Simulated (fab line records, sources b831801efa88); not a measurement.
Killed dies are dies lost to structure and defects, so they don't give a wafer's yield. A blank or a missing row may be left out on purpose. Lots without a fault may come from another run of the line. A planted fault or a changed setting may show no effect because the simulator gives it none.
A struck lot beside a sound one | flow gf180mcu | 15 steps out of a route of 602
Sound: wafers L314.3, L314.5, L314.6. Struck: wafers L320.1, L320.3, L320.6. The cause comes at the end.
At each step with rows: each side's tool, then ch and its chambers, then its first start. Under that, the readings that differ: sound wafers | struck wafers | difference of the means | sigmas: that difference in standard deviations of wafers without a fault.
alike: readings whose means differ by less than 2 such deviations, and words and numbers that are the same on both sides. not compared: withheld readings, readings that some wafer has no value for, bounds like >300 that may hide the same value, and numbers for which the record gives no deviation and whose values overlap.
The two part at a step that has a row with sigmas, a row that says differs or no value, or rows on one side only. Numbers that don't overlap but have no deviation are shown without sigmas and don't part them. A reading that every wafer of one side lacks parts them only if that side has two wafers or more.

GF_TOP_METAL_SPUTTER_04: material TiN, target thk 25 nm, time 20.8 s.
  sound on pvd_sputter-02, day 27 08:49; struck on pvd_sputter-02, day 29 18:02
  alike: throttle_valve_pct
GF_TOP_METAL_RS_MEAS_05: measures by four-point-probe.
  sound on film_metro-03, day 27 08:53; struck on film_metro-02, day 29 18:04
  alike: TOP_METAL_ALCU_RS
GF_TOP_METAL_THK_MEAS_06: measures by xrf.
  sound on film_metro-03, day 27 08:59; struck on film_metro-02, day 29 18:11
  alike: TOP_METAL_ALCU_THK
then, 7 steps without rows for these wafers: GF_TOP_METAL_DEHYDRATE_07 (time 60 s); GF_TOP_METAL_HMDS_08 (prime time 60 s); GF_TOP_METAL_COAT_09 (resist thk 1500 nm); GF_TOP_METAL_SOFTBAKE_10 (time 58.08 s); GF_TOP_METAL_EXPOSE_11 (exposes mask MetalTop, target cd 440 nm); GF_TOP_METAL_PEB_12; GF_TOP_METAL_DEVELOP_13 (develop time 60 s).
GF_TOP_METAL_CD_MEAS_14: target cd 440 nm.
  sound on cd_sem-01, day 28 04:35; struck on cd_sem-01, day 30 11:38
  alike: cd_nm
GF_TOP_METAL_OVL_MEAS_15:
  sound on overlay-02, day 28 04:40; struck on overlay-02, day 30 11:46
  alike: TOP_METAL_OVL
GF_TOP_METAL_METAL_ETCH_16: etches the open film in Cl2/BCl3, stops on SiO2, target depth 1197 nm, time 199.5 s.
  sound on rie_metal-04 ch 0,1, day 28 04:46; struck on rie_metal-01 ch 0,1, day 30 11:48
  reading                                        | sound             | struck            | difference | sigmas
  run_length_s (s)                               | 227.1 227.4 227.2 | 190.3 189.4 189.7 | -37.4      | -65
  model.NOVOLAK_of_TOP_METAL_COAT_09.thk_nm (nm) | 1033 1025 1031    | 1115 1122 1123    | +90        |
  alike: drypump_motor_current_A, he_backside_leak_sccm, oes_product_au, throttle_valve_pct
  not compared: rf_hours_counter_h
GF_TOP_METAL_STRIP_17: strips in O2/N2.
  sound on plasma_asher-02 ch 0,1, day 28 04:55; struck on plasma_asher-01 ch 0,1, day 30 11:59
  reading                      | sound             | struck            | difference | sigmas
  strip_time_to_endpoint_s (s) | 13.05 12.96 13.04 | 13.98 14.08 14.07 | +1.03      | +11
  alike: drypump_motor_current_A, heater_power_w, oes_product_au
  not compared: rf_hours_counter_h
then, 1 step without rows for these wafers: GF_TOP_METAL_STRIP_18 (strips in post etch residue remover, time 1200 s).

WHERE THEY PART
First at GF_TOP_METAL_METAL_ETCH_16; last, within this record, at GF_TOP_METAL_STRIP_17.

WHY: what the simulator had put in
Process parameter drift: rie_metal-01, from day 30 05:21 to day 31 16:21, at GF_TOP_METAL_METAL_ETCH_16. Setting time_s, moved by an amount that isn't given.
